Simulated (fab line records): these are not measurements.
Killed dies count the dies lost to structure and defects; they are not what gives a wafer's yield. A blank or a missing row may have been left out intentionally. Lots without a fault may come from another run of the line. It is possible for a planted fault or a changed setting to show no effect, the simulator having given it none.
A struck lot beside a sound one | flow sky130 | 24 steps out of a route of 708
Sound: wafers L394.3, L394.5, L394.6. The struck wafers were L385.1, L385.2, L385.5. At the end, the cause is stated.
At each step with rows: each side's tool, then ch and its chambers, then its first start. Under that, the readings that differ: sound wafers | struck wafers | difference of the means | sigmas: that difference in standard deviations of wafers without a fault.
alike: words and numbers the same on both sides, and readings whose means are apart by under 2 such deviations; not compared: readings that were withheld, readings missing a value for some wafer, numbers with overlapping values and no deviation given by the record, and bounds like >300 which may hide the same value.
Wherever a step has rows on one side only, a row that says differs or no value, or a row with sigmas, the two part there. When numbers do not overlap yet have no deviation, they are printed without sigmas and do not part them. A reading that every wafer of one side lacks parts them only if that side has two wafers or more.

first, 6 steps without rows for these wafers: SKY_LDD_HVP_HMDS_01 (prime time 60 s); SKY_LDD_HVP_COAT_02 (resist thk 300 nm); SKY_LDD_HVP_SOFTBAKE_03 (time 60 s); SKY_LDD_HVP_EXPOSE_04 (exposes mask HVPTM, target cd 700 nm); SKY_LDD_HVP_PEB_05; SKY_LDD_HVP_DEVELOP_06 (develop time 60 s).
SKY_LDD_HVP_OVL_MEAS_07:
  sound on overlay-01 at day 29 06:50; struck on overlay-02 at day 26 02:46
  alike: LDD_HVP_OVL
next, for these wafers, 1 step has no rows: SKY_LDD_HVP_IMPLANT_08.
SKY_LDD_HVP_STRIP_09: strips in O2/N2.
  sound on plasma_asher-02 ch 0,1, day 29 07:02; struck on plasma_asher-02 ch 0,1, day 26 02:58
  alike: drypump_motor_current_A, oes_product_au, strip_time_to_endpoint_s
  not compared: rf_hours_counter_h
SKY_LDD_HVP_TW_MEAS_10:
  sound on film_metro-02 at day 29 07:08; struck on film_metro-02 at day 26 03:04
  alike: LDD_HVP_TW
then, 2 steps without rows for these wafers: SKY_LDD_LDN_DEHYDRATE_00 (time 60 s); SKY_LDD_LDN_HMDS_01 (prime time 60 s).
SKY_LDD_LDN_COAT_02: resist thk 1140 nm.
  sound on litho_track-01 ch 0, day 29 20:15; struck on litho_track-03 ch 0, day 26 17:34
  reading                                      | sound          | struck            | difference | sigmas
  model.NOVOLAK_of_LDD_LDN_COAT_02.thk_nm (nm) | 1136 1137 1141 | 334.8 335.2 335.7 | -802.8     |
then, 3 steps without rows for these wafers: SKY_LDD_LDN_SOFTBAKE_03 (time 60 s); SKY_LDD_LDN_EXPOSE_04 (exposes mask LDNTM, target cd 700 nm); SKY_LDD_LDN_PEB_05.
SKY_LDD_LDN_DEVELOP_06: develop time 60 s.
  sound on litho_track-03 ch 0, day 30 10:01; struck on litho_track-04 ch 0, day 27 07:56
  reading                                      | sound          | struck            | difference | sigmas
  model.NOVOLAK_of_LDD_LDN_COAT_02.thk_nm (nm) | 1136 1136 1140 | 334.4 334.8 335.3 | -802.5     |
SKY_LDD_LDN_OVL_MEAS_07:
  sound on overlay-01 at day 30 10:08; struck on overlay-01 at day 27 08:05
  alike: LDD_LDN_OVL
then, 4 steps without rows for these wafers: SKY_LDD_LDN_IMPLANT_08; SKY_LDD_LDN_IMPLANT_09; SKY_LDD_LDN_IMPLANT_10; SKY_LDD_LDN_IMPLANT_11.
SKY_LDD_LDN_STRIP_12: strips in O2/N2.
  sound on plasma_asher-04 ch 0,1, day 30 10:47; struck on plasma_asher-04 ch 0,1, day 27 08:43
  reading                      | sound             | struck            | difference | sigmas
  oes_product_au (a.u.)        | 0.715 0.710 0.719 | 0.424 0.424 0.432 | -0.288     | -61
  strip_time_to_endpoint_s (s) | 14.13 14.16 14.19 | 4.58 4.57 4.58    | -9.58      | -99 or more
  alike: drypump_motor_current_A
  not compared: rf_hours_counter_h
SKY_LDD_LDN_TW_MEAS_13:
  sound on film_metro-01 at day 30 10:53; struck on film_metro-01 at day 27 08:49
  alike: LDD_LDN_TW

## WHERE THEY PART
At SKY_LDD_LDN_STRIP_12 and nowhere else, as far as this record goes. Later steps at which nothing parts them and some readings are alike: SKY_LDD_LDN_TW_MEAS_13.

WHY: what the simulator had put in
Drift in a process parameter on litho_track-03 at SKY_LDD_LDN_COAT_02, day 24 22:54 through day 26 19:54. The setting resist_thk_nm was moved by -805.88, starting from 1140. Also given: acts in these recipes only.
